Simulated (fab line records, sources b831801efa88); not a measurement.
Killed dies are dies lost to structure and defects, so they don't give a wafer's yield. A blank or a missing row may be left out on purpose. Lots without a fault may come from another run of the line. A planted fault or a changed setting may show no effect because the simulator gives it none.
Problem report in the 8D (eight disciplines) form, filled by code | flow sfq_line | the parts of the form that need people (team, actions taken, sign-off) are left out

1. THE PROBLEM
rf_fwd_power_W at SFQ_TRILAYER_I1_VIA_ETCH_VIA_ETCH_052 reads a mean of 417.6 W on 6 wafers of 2 lots; wafers without a fault read 498.3 W with a standard deviation of 1.7. That is -47 standard deviations from the usual mean.
The step: etches SiO2 in CHF3, stops on Nb, target depth 260 nm.
First seen on wafer L695.2, day 32 17:16, on rie_diel-02. The record holds 42 wafers of 14 lots with a number at this step. Rule for "out", or "out of limits": more than 4 standard deviations from the usual mean. The other wafers with a number count as sound.

2. WHAT IT IS AND WHAT IT IS NOT
question                    | is                     | is not
which readings at this step | rf_fwd_power_W         | drypump_motor_current_A
which lots                  | L695, L697             | L676, L677, L678, L679, L682, L683, L684, L686, L688, L690, L698, L699
which wafers of those lots  | all that have a number | -
read on which tools         | rie_diel-02            | rie_diel-03, rie_diel-04
when                        | from day 32 17:16      | up to then (30 sound wafers); but 6 sound wafers of L698, L699 came after

3. SUSPECTS, AND WHAT RULES EACH OUT
Counting: a tool at a process step up to the reading stays a suspect if it ran every lot that is out and no sound lot after the first of them.
- rie_diel-02 at SFQ_TRILAYER_I1_VIA_ETCH_VIA_ETCH_052 (etches SiO2 in CHF3, stops on Nb, target depth 260 nm): kept. It ran every lot that is out, first L695 (day 32 17:16), and no sound lot after that; its last sound lot up to then is L686 (day 29 17:01). Its own readings are out on those wafers: rf_fwd_power_W.
Left after counting: rie_diel-02 at SFQ_TRILAYER_I1_VIA_ETCH_VIA_ETCH_052.

4. THE CAUSE (what the simulator had put in)
Process parameter drift: rie_diel-02, from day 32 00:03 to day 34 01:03, at SFQ_TRILAYER_I1_VIA_ETCH_VIA_ETCH_052. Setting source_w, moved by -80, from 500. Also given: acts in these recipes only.
Counting left only this tool.

5. THE CHAIN OF EFFECTS, in route order
Each row: a reading whose mean over the struck wafers that have a number lies more than 3 standard deviations from the usual. Only readings for which the record gives a usual standard deviation are gone through. hours: the time from each lot's start at the first step in this table that gives one to its start at this step, as a median over the lots. sigmas: the change in usual standard deviations.
hours | step                                  | reading        | usual   | on struck wafers | change | sigmas
0     | SFQ_TRILAYER_I1_VIA_ETCH_VIA_ETCH_052 | rf_fwd_power_W | 498.3 W | 417.6            | -80.7  | -47
The process steps in it:
- SFQ_TRILAYER_I1_VIA_ETCH_VIA_ETCH_052: etches SiO2 in CHF3, stops on Nb, target depth 260 nm.

6. WHAT WOULD HAVE CAUGHT IT SOONER
In this record the first reading out of limits was taken at day 32 17:16, 17 hours after the fault began at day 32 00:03.
